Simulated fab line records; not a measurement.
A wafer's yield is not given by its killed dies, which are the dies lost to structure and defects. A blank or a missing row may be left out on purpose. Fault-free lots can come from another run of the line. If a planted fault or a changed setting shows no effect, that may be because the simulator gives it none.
The tool behind it: which one?    flow sky130    Sampling: 12 lots, 34 wafers, 5 of 708 route steps

WHAT THE GAUGES READ, wafer by wafer
SKY_POLY_GATE_THK_MEAS_01. Usual: for POLY_GATE_CVD_00_THK the level is 179.7 nm and the standard deviation is 1.7.
lot   measured      on             POLY_GATE_CVD_00_THK (nm)  flag
L482  day 14 07:11  film metro-04  178.2 179.7 180.0          
L483  day 14 18:07  film metro-04  180.9 180.8 180.8          
L485  day 15 12:07  film metro-04  178.5 180.2 179.1          
L487  day 16 03:52  film metro-04  175.9 176.5 176.6          
L489  day 16 16:30  film metro-04  179.2 179.6                
L490  day 17 07:05  film metro-02  179.7 180.0                
L499  day 20 08:17  film metro-02  178.8 177.9 179.9          
L501  day 20 20:34  film metro-03  181.7 179.7 179.4          
L502  day 21 03:08  film metro-03  176.6 176.1 176.5          
L503  day 21 13:26  film metro-02  178.6 179.3 179.3          
L504  day 21 18:59  film metro-04  179.7 180.8 180.1          
L505  day 22 03:37  film metro-02  180.9 180.6 177.3          

SKY_CONTACT_RS_MEAS_25: the measuring method here is four-point-probe. Usual: for CONTACT_W_RS the level is 0.337 ohm/sq and the standard deviation is 0.0045.
lot   measured      on             CONTACT_W_RS (ohm/sq)  flag
L482  day 31 22:23  film metro-03  0.337 0.335 0.344      
L483  day 32 06:28  film metro-01  0.342 0.337 0.344      
L485  day 33 01:32  film metro-03  0.336 0.333 0.333      
L487  day 33 18:33  film metro-01  0.338 0.342 0.344      
L489  day 34 05:11  film metro-01  0.316 0.317            OFF
L490  day 34 15:32  film metro-03  0.333 0.313            OFF
L499  day 37 07:53  film metro-01  0.333 0.331 0.334      
L501  day 37 21:46  film metro-02  0.334 0.331 0.335      
L502  day 38 04:55  film metro-02  0.346 0.341 0.346      
L503  day 38 14:14  film metro-01  0.348 0.343 0.342      
L504  day 38 15:13  film metro-01  0.335 0.330 0.334      
L505  day 38 22:31  film metro-01  0.334 0.329 0.339      

SKY_CONTACT_THK_MEAS_26: measures by xrf. Usual: for CONTACT_W_THK the level is 338 nm and the standard deviation is 5.2.
lot   measured      on             CONTACT_W_THK (nm)  flag
L482  day 31 22:29  film metro-03  337 341 329         
L483  day 32 06:35  film metro-01  332 339 332         
L485  day 33 01:40  film metro-03  339 340 339         
L487  day 33 18:39  film metro-01  340 336 334         
L489  day 34 05:17  film metro-01  360 358             OFF
L490  day 34 15:37  film metro-03  340 363             
L499  day 37 08:01  film metro-01  347 347 344         
L501  day 37 21:52  film metro-02  335 340 337         
L502  day 38 05:02  film metro-02  324 329 325         
L503  day 38 14:20  film metro-01  330 336 335         
L504  day 38 15:20  film metro-01  343 348 342         
L505  day 38 22:38  film metro-01  345 347 337         

WHAT TOOL EACH LOT RAN ON (gives the tool, then ch and the chambers of the sampled wafers, and finally the start)
lot   SKY_LI_CONTACT_SPUTTER_19     SKY_CONTACT_CVD_24
L482  pvd sputter-03, day 29 10:24  cvd w-01 ch 0,1, day 31 22:15
L483  pvd sputter-03, day 29 18:58  cvd w-01 ch 0,1, day 32 06:21
L485  pvd sputter-01, day 30 14:43  cvd w-02 ch 0,1, day 33 01:26
L487  pvd sputter-03, day 31 09:33  cvd w-01 ch 0,1, day 33 18:26
L489  pvd sputter-01, day 31 19:22  cvd w-02 ch 0,1, day 34 05:04
L490  pvd sputter-02, day 32 07:16  cvd w-02 ch 0,1, day 34 15:25
L499  pvd sputter-02, day 35 00:21  cvd w-02 ch 0,1, day 37 07:47
L501  pvd sputter-03, day 35 14:05  cvd w-02 ch 0,1, day 37 21:38
L502  pvd sputter-03, day 35 21:41  cvd w-01 ch 0,1, day 38 04:49
L503  pvd sputter-02, day 36 06:58  cvd w-01 ch 0,1, day 38 14:06
L504  pvd sputter-03, day 36 07:57  cvd w-02 ch 0,1, day 38 15:06
L505  pvd sputter-03, day 36 15:10  cvd w-02 ch 0,1, day 38 22:25
- SKY_LI_CONTACT_SPUTTER_19: material Ti, target thk 20 nm, time 106.37 s.
- SKY_CONTACT_CVD_24: deposits W, target thk 340 nm, time 102.12 s.

AS READ BY THE TOOLS THEMSELVES (means over the sampled wafers that have a number; for cases with no such wafer, the mark the record gives instead)
SKY_LI_CONTACT_SPUTTER_19. Usual: throttle valve pct 29.8 %, standard deviation 1.2.
lot   tool            throttle valve pct (%)  flag
L482  pvd sputter-03  28.9                    
L483  pvd sputter-03  29.4                    
L485  pvd sputter-01  30.1                    
L487  pvd sputter-03  28.9                    
L489  pvd sputter-01  30.4                    
L490  pvd sputter-02  30.1                    
L499  pvd sputter-02  29.7                    
L501  pvd sputter-03  28.8                    
L502  pvd sputter-03  28.5                    
L503  pvd sputter-02  29.9                    
L504  pvd sputter-03  28.6                    
L505  pvd sputter-03  29.6                    

SKY_CONTACT_CVD_24. Usual: heater power outer w 547 W, standard deviation 42; heater power w 869 W, standard deviation 51.
lot   tool      heater power outer w (W)  heater power w (W)  flag
L482  cvd w-01  567                       890                 
L483  cvd w-01  574                       899                 
L485  cvd w-02  530                       872                 
L487  cvd w-01  570                       885                 
L489  cvd w-02  545                       876                 
L490  cvd w-02  538                       867                 
L499  cvd w-02  532                       863                 
L501  cvd w-02  532                       859                 
L502  cvd w-01  575                       905                 
L503  cvd w-01  573                       913                 
L504  cvd w-02  534                       866                 
L505  cvd w-02  550                       882                 

THE ANSWER, worked out from the rows above alone
Rule: a lot is off if the mean of its wafers that have a number lies more than 3 standard deviations from the usual mean. A lot without any number at a reading at which 4 lots or more have one is off too. Any other lot the step has rows for is counted as sound. Order of review: gauges by route order, followed by the tools' own readings, for which a lot's mean as printed above is used. At the first step where some lot is off, the reading lying furthest off is the one used; lots without a number count as furthest.
Off: L489, L490, seen at SKY_CONTACT_RS_MEAS_25 (CONTACT_W_RS).
A tool fits if, at a process step before that reading, it ran every lot that is off, and no sound lot after the first of them. The gauges at SKY_CONTACT_RS_MEAS_25 are tried like those tools. None of those tried fits.

WHAT WAS PUT IN BY THE SIMULATOR
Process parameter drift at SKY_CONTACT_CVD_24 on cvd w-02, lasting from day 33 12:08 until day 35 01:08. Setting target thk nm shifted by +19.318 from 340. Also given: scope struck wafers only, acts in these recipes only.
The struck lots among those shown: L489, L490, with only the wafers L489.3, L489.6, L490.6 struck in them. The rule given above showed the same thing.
